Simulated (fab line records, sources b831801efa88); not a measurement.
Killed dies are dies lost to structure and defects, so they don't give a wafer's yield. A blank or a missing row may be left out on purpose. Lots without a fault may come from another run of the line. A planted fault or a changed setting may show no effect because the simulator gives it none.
Which tool did it? | flow sky130 | 11 lots, 33 wafers sampled, at 4 steps of a route of 708

WHAT THE GAUGES READ, wafer by wafer
SKY_PASSIVATION_THK_MEAS_03.
lot  | measured     | on            | PASSIVATION_CVD_02_THK (nm)
L342 | day 43 23:34 | film_metro-03 | 546 553 559
L343 | day 45 12:03 | film_metro-02 | 533 545 551
L347 | day 45 19:02 | film_metro-04 | 543 552 554
L346 | day 45 21:22 | film_metro-03 | 532 536 546
L348 | day 46 03:31 | film_metro-03 | 535 536 542
L351 | day 46 06:19 | film_metro-04 | 531 546 536
L352 | day 46 17:23 | film_metro-04 | 622 549 550 622 549 551
L353 | day 46 19:07 | film_metro-03 | 529 544 551
L354 | day 47 03:08 | film_metro-03 | 633 627 553 632 627 552
L359 | day 48 09:55 | film_metro-03 | 540 544 549
L362 | day 48 20:52 | film_metro-02 | 543 550 539

WHICH TOOL RAN EACH LOT (tool, then ch and the chambers of the sampled wafers, then the start)
lot  | SKY_VIA4_CMP_21               | SKY_METAL5_SPUTTER_03        | SKY_PASSIVATION_CVD_02
L342 | cmp-01 ch 1,2,3, day 42 23:28 | pvd_sputter-02, day 42 23:49 | pecvd-02 ch 1,2, day 43 23:21
L343 | cmp-01 ch 0,1,2, day 44 12:33 | pvd_sputter-02, day 44 12:51 | pecvd-04 ch 0,1,2, day 45 11:49
L347 | cmp-02 ch 0,1, day 44 20:04   | pvd_sputter-03, day 44 20:25 | pecvd-02 ch 0,2, day 45 18:49
L346 | cmp-02 ch 1,3, day 44 23:01   | pvd_sputter-03, day 44 23:25 | pecvd-04 ch 0,1,2, day 45 21:07
L348 | cmp-01 ch 2,3, day 45 04:38   | pvd_sputter-01, day 45 05:02 | pecvd-01 ch 0,1,2, day 46 03:16
L351 | cmp-01 ch 1,2, day 45 08:52   | pvd_sputter-01, day 45 09:13 | pecvd-01 ch 0,1,2, day 46 06:05
L352 | cmp-01 ch 0,1, day 45 19:15   | pvd_sputter-03, day 45 19:36 | pecvd-01 ch 0,1,2, day 46 17:08
L353 | cmp-01 ch 0,1,3, day 45 20:29 | pvd_sputter-02, day 45 20:53 | pecvd-04 ch 0,2, day 46 18:53
L354 | cmp-01 ch 0,2,3, day 46 05:23 | pvd_sputter-02, day 46 05:41 | pecvd-01 ch 0,2, day 47 02:55
L359 | cmp-02 ch 0,1,2, day 47 13:41 | pvd_sputter-02, day 47 14:05 | pecvd-04 ch 0,1, day 48 09:40
L362 | cmp-02 ch 0,1,2, day 48 00:05 | pvd_sputter-02, day 48 00:29 | pecvd-04 ch 0,2, day 48 20:32
- SKY_VIA4_CMP_21: polishes, stops on SiO2, t overpolish 25 s, target thk 0 nm.
- SKY_METAL5_SPUTTER_03: material Ti, target thk 5 nm, time 3.3 s.
- SKY_PASSIVATION_CVD_02: deposits Si3N4, target thk 540 nm.

THE ANSWER, worked out from the rows above alone
Rule: what is usual is taken from the lots themselves. Put in order of their means at a reading, lots are off if they are a third of the lots or fewer, leave a main group of 4 or more, and stand apart from it by a gap of 3 or more times the standard deviation of the main group's means; of several such gaps the widest counts. A main group whose means are all the same, to the digits that the tables above print for the reading, isn't used. A lot without any number at a reading at which 4 lots or more have one is off too. The other lots that the step has rows for count as sound.
Off: L352, L354, at SKY_PASSIVATION_THK_MEAS_03 (PASSIVATION_CVD_02_THK). The main group: mean 543 nm, standard deviation 5.
A tool fits if, at a process step before that reading, it ran every lot that is off, and no sound lot after the first of them. The gauges at SKY_PASSIVATION_THK_MEAS_03 are tried like those tools. One fits: pecvd-01 at SKY_PASSIVATION_CVD_02. Its last sound lot is L351 (day 46 06:05), its first lot that is off L352 (day 46 17:08): a fault that began between those two fits.

WHAT THE SIMULATOR HAD PUT IN
Process parameter drift: pecvd-01, from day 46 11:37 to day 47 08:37, at SKY_PASSIVATION_CVD_02. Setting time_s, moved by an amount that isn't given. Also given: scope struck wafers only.
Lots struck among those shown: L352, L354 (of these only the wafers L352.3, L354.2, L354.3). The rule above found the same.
